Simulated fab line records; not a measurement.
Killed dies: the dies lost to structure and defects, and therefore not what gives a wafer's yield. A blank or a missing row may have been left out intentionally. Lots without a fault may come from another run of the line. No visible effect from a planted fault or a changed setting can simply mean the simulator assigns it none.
2 desks looking at one fault || flow sky130 || numbers are kept per desk, each desk with only its own; the story behind them comes last

## AT THE METROLOGY DESK
Lot by lot, what the gauges showed, no matter which tool ran the lot: averages of those sampled wafers that carry a number. Any lot whose mean is over 4 standard deviations away from the usual mean is out of limits and marked OUT; that distance is given in the brackets.
Columns: A = CAP2M_CVD_00_THK at SKY_CAP2M_THK_MEAS_01, usual 15.54 nm; B = CAP2M_OVL at SKY_CAP2M_OVL_MEAS_12, usual -2.7 nm
{"lot": "L948", "first seen here": "day 39 09:05", "A": 15.62, "B": -1.3}
{"lot": "L949", "first seen here": "day 39 11:42", "A": 15.34, "B": -0.4}
{"lot": "L950", "first seen here": "day 40 04:20", "A": 15.71, "B": -4.3}
{"lot": "L951", "first seen here": "day 40 07:25", "A": 15.21, "B": -4.8}
{"lot": "L955", "first seen here": "day 41 21:48", "A": 15.65, "B": -0.6}
{"lot": "L956", "first seen here": "day 42 10:11", "A": 15.57, "B": -0.8}
{"lot": "L957", "first seen here": "day 42 14:37", "A": 15.72, "B": -4.1}
{"lot": "L961", "first seen here": "day 43 19:34", "A": 15.41, "B": -5.2}
{"lot": "L963", "first seen here": "day 44 09:58", "A": 15.58, "B": -2.0}
{"lot": "L967", "first seen here": "day 44 23:22", "A": 15.53, "B": -2.9}
{"lot": "L968", "first seen here": "day 45 09:21", "A": 15.43, "B": -3.4}
{"lot": "L971", "first seen here": "day 45 22:59", "A": 15.49, "B": -3.5}
Finding of this desk: none of the 12 lots has anything out of limits.

## FOR THE TOOL OWNER'S DESK: rie-metal-02
The tool's own readings at SKY_METAL2_ETCH_18 (etches BARC in N2/H2, stops on SiO2, time 45.9 s, target depth 60 nm): means of the sampled wafers that have a number, for each lot that ran on this tool. Any lot whose mean is over 4 standard deviations away from the usual mean is out of limits and marked OUT; that distance is given in the brackets.
Columns: A = drypump-motor-current-A at SKY_METAL2_ETCH_18, usual 5.9 A; B = oes-product-au at SKY_METAL2_ETCH_18, usual 0.855 a.u.; C = rf-fwd-power-W at SKY_METAL2_ETCH_18, usual 494.4 W; D = throttle-valve-pct at SKY_METAL2_ETCH_18, usual 13.225 %
{"lot": "L949", "first seen here": "day 34 20:48", "A": 5.9, "B": 0.855, "C": 494.7, "D": 13.219}
{"lot": "L951", "first seen here": "day 35 17:09", "A": 5.9, "B": 0.853, "C": 497.1, "D": 13.233}
{"lot": "L955", "first seen here": "day 37 11:20", "A": 5.9, "B": 0.852, "C": 494.2, "D": 13.229}
{"lot": "L956", "first seen here": "day 38 00:41", "A": 5.9, "B": 0.850, "C": 496.4, "D": 13.233}
{"lot": "L957", "first seen here": "day 38 05:17", "A": 5.9, "B": 0.852, "C": 496.9, "D": 13.222}
{"lot": "L961", "first seen here": "day 39 15:07", "A": 5.9, "B": 0.847, "C": 495.2, "D": 13.228}
Finding of this desk: none of the 6 lots has anything out of limits.

## ALL TOGETHER
At the metrology desk, nothing out of limits was observed.
The tool owner's desk saw nothing out of limits.

## WHAT THE SIMULATOR PUT IN
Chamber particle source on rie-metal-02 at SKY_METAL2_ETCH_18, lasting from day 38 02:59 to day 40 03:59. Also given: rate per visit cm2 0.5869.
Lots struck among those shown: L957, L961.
